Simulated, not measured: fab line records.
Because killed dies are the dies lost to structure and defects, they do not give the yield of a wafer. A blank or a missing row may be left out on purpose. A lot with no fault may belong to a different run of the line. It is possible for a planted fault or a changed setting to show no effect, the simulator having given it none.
Check for tools in common	flow sky130	12 lots and 36 wafers in the sample

## WHY IT WAS OPENED
SKY_LDD_HVP_TW_MEAS_10, reading LDD_HVP_TW: flagged on 2 of 12 lots. No-fault wafers: 456, standard deviation 4.6.
Rule: a lot gets a flag if all its wafers with a number sit over 4 standard deviations from that mean, or if no wafer of it has a number. The rest of the lots are taken to be sound.

lot	measured	on	LDD_HVP_TW, wafer by wafer	flag
L862	day 21 16:08	film-metro-03	454 454 455	
L863	day 22 02:48	film-metro-04	570 572 570	FLAGGED
L864	day 22 17:10	film-metro-02	558 559 559	FLAGGED
L876	day 26 21:29	film-metro-03	449 454 450	
L877	day 27 10:51	film-metro-03	460 460 460	
L879	day 27 20:04	film-metro-02	453 449 448	
L880	day 28 01:45	film-metro-02	451 452 454	
L881	day 28 10:46	film-metro-02	451 452 453	
L882	day 28 17:20	film-metro-03	455 458 458	
L883	day 29 08:13	film-metro-03	456 459 456	
L884	day 29 22:53	film-metro-02	449 448 453	
L885	day 30 07:48	film-metro-02	451 454 453	
The numbers of the flagged lots are 565 on average: +109 against the usual, or +24 standard deviations.

## WHICH TOOL EACH LOT WENT THROUGH
2 process steps preceding the reading are held in the record, out of 708 steps in the route. Each cell gives the tool, then ch followed by the chambers the sampled wafers passed through, then the start.
lot	flag	SKY_NWELL_STRIP_25	SKY_LDD_HVP_IMPLANT_08
L862		plasma-asher-01 ch 0,1, day 5 09:29	implanter-02 ch 0, day 21 15:53
L863	FLAGGED	plasma-asher-01 ch 0,1, day 5 17:52	implanter-02 ch 0, day 22 02:14
L864	FLAGGED	plasma-asher-01 ch 0,1, day 6 00:50	implanter-04 ch 0, day 22 16:14
L876		plasma-asher-04 ch 0, day 8 20:26	implanter-01 ch 0, day 26 21:14
L877		plasma-asher-01 ch 0,1, day 9 09:19	implanter-04 ch 0, day 27 10:38
L879		plasma-asher-01 ch 1, day 9 16:14	implanter-02 ch 0, day 27 19:49
L880		plasma-asher-01 ch 0,1, day 9 22:37	implanter-01 ch 0, day 28 01:32
L881		plasma-asher-03 ch 0,1, day 10 06:18	implanter-04 ch 0, day 28 10:32
L882		plasma-asher-01 ch 1, day 10 09:47	implanter-01 ch 0, day 28 17:05
L883		plasma-asher-04 ch 1, day 11 00:05	implanter-04 ch 0, day 29 07:58
L884		plasma-asher-04 ch 0,1, day 11 10:37	implanter-04 ch 0, day 29 22:38
L885		plasma-asher-01 ch 0,1, day 11 16:16	implanter-01 ch 0, day 30 07:35
What the steps here do:
- SKY_NWELL_STRIP_25: strips in O2/N2.
- SKY_LDD_HVP_IMPLANT_08
- SKY_LDD_HVP_TW_MEAS_10

## FLAGGED AGAINST TOTAL, ONE TOOL AT A TIME (gauges that did the reading follow at the end)
step	tool	lots run	flagged	share of the flagged lots	sound lots run after its first flagged lot
SKY_NWELL_STRIP_25	plasma-asher-01	8	2	all	5 (L877,L879,L880,L882,L885)
SKY_NWELL_STRIP_25	plasma-asher-03	1	0	none	-
SKY_NWELL_STRIP_25	plasma-asher-04	3	0	none	-
SKY_LDD_HVP_IMPLANT_08	implanter-01	4	0	none	-
SKY_LDD_HVP_IMPLANT_08	implanter-02	3	1	some	1 (L879)
SKY_LDD_HVP_IMPLANT_08	implanter-04	5	1	some	4 (L877,L881,L883,L884)
SKY_LDD_HVP_TW_MEAS_10	film-metro-02	6	1	some	5 (L879,L880,L881,L884,L885)
SKY_LDD_HVP_TW_MEAS_10	film-metro-03	5	0	none	-
SKY_LDD_HVP_TW_MEAS_10	film-metro-04	1	1	some	0

## WHAT THE TABLE PERMITS
1 row of the table ran every flagged lot: plasma-asher-01 at SKY_NWELL_STRIP_25.
- plasma-asher-01 at SKY_NWELL_STRIP_25: 2 of its 8 lots flagged. Lots that were sound ran on it after the first flagged one (L877, L879, L880, L882, L885); a persistent fault on the entire tool would not allow that.
There is no row in the table that ran each flagged lot and no sound lot after the first.

## WHAT HAD BEEN PUT IN BY THE SIMULATOR
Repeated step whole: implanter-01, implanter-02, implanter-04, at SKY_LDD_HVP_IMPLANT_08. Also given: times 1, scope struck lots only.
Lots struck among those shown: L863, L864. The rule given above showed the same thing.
